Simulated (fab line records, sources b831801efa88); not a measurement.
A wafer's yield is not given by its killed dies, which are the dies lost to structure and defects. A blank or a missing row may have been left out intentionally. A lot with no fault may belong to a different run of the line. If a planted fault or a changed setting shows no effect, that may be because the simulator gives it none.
What tool caused it? | flow gf180mcu | Sampling: 13 lots, 39 wafers, 5 of 602 route steps

== WHAT THE GAUGES READ, wafer by wafer ==
GF_V3_THK_MEAS_01. Usual: V3_CVD_00_THK 599 nm, standard deviation 6.7.
lot  | measured     | on           | V3_CVD_00_THK (nm) | flag
L173 | day 21 18:44 | filmMetro-02 | 596 602 613        | 
L174 | day 22 03:14 | filmMetro-03 | 592 597 595        | 
L175 | day 22 09:36 | filmMetro-02 | 601 605 604        | 
L176 | day 22 17:13 | filmMetro-02 | 597 602 608        | 
L177 | day 22 20:03 | filmMetro-03 | 602 600 598        | 
L179 | day 23 13:04 | filmMetro-01 | 601 598 595        | 
L178 | day 23 13:31 | filmMetro-02 | 598 588 589        | 
L187 | day 26 07:26 | filmMetro-02 | 604 613 601        | 
L188 | day 26 15:12 | filmMetro-02 | 595 612 602        | 
L189 | day 26 20:17 | filmMetro-02 | 593 598 603        | 
L190 | day 27 03:20 | filmMetro-01 | 602 596 600        | 
L194 | day 28 08:56 | filmMetro-03 | 598 617 613        | 
L196 | day 28 18:35 | filmMetro-02 | 600 597 606        | 

GF_V3_CD_MEAS_14 targets a cd of 260 nm. Usual: cdNm reads 260.1 nm (standard deviation 1.3).
lot  | measured     | on       | cdNm (nm)         | flag
L173 | day 22 18:52 | cdSem-01 | 262.3 261.8 261.5 | 
L174 | day 23 02:19 | cdSem-01 | 262.8 262.0 262.6 | 
L175 | day 23 08:32 | cdSem-02 | 261.1 262.0 262.0 | 
L176 | day 23 16:42 | cdSem-01 | 261.1 260.8 258.9 | 
L177 | day 23 19:05 | cdSem-02 | 259.1 260.1 260.5 | 
L179 | day 24 11:17 | cdSem-01 | 260.6 262.3 260.9 | 
L178 | day 24 11:58 | cdSem-01 | 258.1 259.8 259.3 | 
L187 | day 27 04:07 | cdSem-02 | 259.2 260.6 259.1 | 
L188 | day 27 11:37 | cdSem-01 | 259.2 259.9 259.2 | 
L189 | day 27 16:58 | cdSem-01 | 261.1 260.1 259.7 | 
L190 | day 27 23:27 | cdSem-02 | 257.8 257.4 257.3 | 
L194 | day 29 04:12 | cdSem-01 | 259.7 260.4 259.1 | 
L196 | day 29 14:16 | cdSem-02 | 261.5 261.8 261.4 | 

GF_V4_THK_MEAS_01. Usual: V4_CVD_00_THK 602 nm, standard deviation 7.3.
lot  | measured     | on           | V4_CVD_00_THK (nm) | flag
L173 | day 23 20:42 | filmMetro-03 | 598 596 596        | 
L174 | day 24 03:04 | filmMetro-03 | 615 601 605        | 
L175 | day 24 09:58 | filmMetro-04 | 601 605 599        | 
L176 | day 24 17:27 | filmMetro-03 | 600 600 587        | 
L177 | day 24 19:38 | filmMetro-01 | 597 599 597        | 
L179 | day 25 10:28 | filmMetro-03 | 618 609 618        | 
L178 | day 25 11:25 | filmMetro-03 | 601 606 610        | 
L187 | day 28 02:45 | filmMetro-01 | 542 535 538        | OFF
L188 | day 28 10:41 | filmMetro-03 | 537 533 544        | OFF
L189 | day 28 15:36 | filmMetro-03 | 604 612 603        | 
L190 | day 28 21:14 | filmMetro-01 | 610 604 596        | 
L194 | day 30 01:55 | filmMetro-03 | 605 595 605        | 
L196 | day 30 12:00 | filmMetro-01 | 610 609 600        | 

== WHICH TOOL RAN EACH LOT (tool, then ch and the chambers of the sampled wafers, then the start) ==
lot  | GF_V3_CVD_02                    | GF_V4_CVD_00
L173 | pecvd-03 ch 0,1,2, day 21 18:48 | hdpcvd-01 ch 0,1,2, day 23 20:38
L174 | pecvd-02 ch 0,2, day 22 03:18   | hdpcvd-02 ch 0,1,2, day 24 03:00
L175 | pecvd-02 ch 0,1,2, day 22 09:38 | hdpcvd-01 ch 0,2, day 24 09:52
L176 | pecvd-03 ch 0,1,2, day 22 17:17 | hdpcvd-01 ch 1,2, day 24 17:23
L177 | pecvd-02 ch 1,2, day 22 20:06   | hdpcvd-01 ch 0,2, day 24 19:34
L179 | pecvd-02 ch 0,1,2, day 23 13:06 | hdpcvd-02 ch 0,2, day 25 10:18
L178 | pecvd-01 ch 0,1,2, day 23 13:35 | hdpcvd-02 ch 0,2, day 25 11:20
L187 | pecvd-03 ch 1,2, day 26 07:29   | hdpcvd-01 ch 0,2, day 28 02:40
L188 | pecvd-02 ch 0,1,2, day 26 15:16 | hdpcvd-01 ch 0,1,2, day 28 10:37
L189 | pecvd-03 ch 0,1,2, day 26 20:21 | hdpcvd-02 ch 0,1,2, day 28 15:32
L190 | pecvd-02 ch 0,2, day 27 03:23   | hdpcvd-02 ch 0,1,2, day 28 21:10
L194 | pecvd-02 ch 0,1,2, day 28 08:59 | hdpcvd-02 ch 1,2, day 30 01:50
L196 | pecvd-01 ch 0,2, day 28 18:38   | hdpcvd-02 ch 0,1,2, day 30 11:55
- GF_V3_CVD_02: deposits SiO2 from TEOS, target thk 850 nm, time 94.851 s.
- GF_V4_CVD_00: deposits SiO2, target thk 600 nm, time 100 s.

== WHAT THE TOOLS THEMSELVES READ (means of the sampled wafers that have a number; where no wafer has one, the mark that the record gives instead) ==
GF_V3_CVD_02. Usual: heaterPowerW reads 663 W (standard deviation 94).
lot  | tool     | heaterPowerW (W) | flag
L173 | pecvd-03 | 606              | 
L174 | pecvd-02 | 596              | 
L175 | pecvd-02 | 702              | 
L176 | pecvd-03 | 618              | 
L177 | pecvd-02 | 676              | 
L179 | pecvd-02 | 703              | 
L178 | pecvd-01 | 724              | 
L187 | pecvd-03 | 592              | 
L188 | pecvd-02 | 614              | 
L189 | pecvd-03 | 665              | 
L190 | pecvd-02 | 613              | 
L194 | pecvd-02 | 619              | 
L196 | pecvd-01 | 722              | 

== THE ANSWER, worked out from the rows above alone ==
Rule: a lot counts as off when the mean over its wafers that have a number is more than 3 standard deviations away from the usual mean. A lot without any number at a reading at which 4 lots or more have one is off too. Any other lot the step has rows for is counted as sound. Order of review: gauges by route order, followed by the tools' own readings, for which a lot's mean as printed above is used. At the first step where some lot is off, the reading lying furthest off is the one used; lots without a number count as furthest.
Off: L187, L188, at GF_V4_THK_MEAS_01 (V4_CVD_00_THK).
A tool fits if, at a process step before that reading, it ran every lot that is off, and no sound lot after the first of them. Gauges at GF_V4_THK_MEAS_01: tried the same way as those tools. One candidate fits, namely hdpcvd-01 at GF_V4_CVD_00. A fault onset in the window from L177 (day 24 19:34, its last sound lot) to L187 (day 28 02:40, its first lot off) fits.

== WHAT THE SIMULATOR PUT IN ==
Site profile drift: hdpcvd-01, from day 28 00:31 on, at GF_V4_CVD_00. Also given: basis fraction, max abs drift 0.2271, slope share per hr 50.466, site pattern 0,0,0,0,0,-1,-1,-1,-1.
Struck lots among those shown: L187, L188. This agrees with what the rule above found.
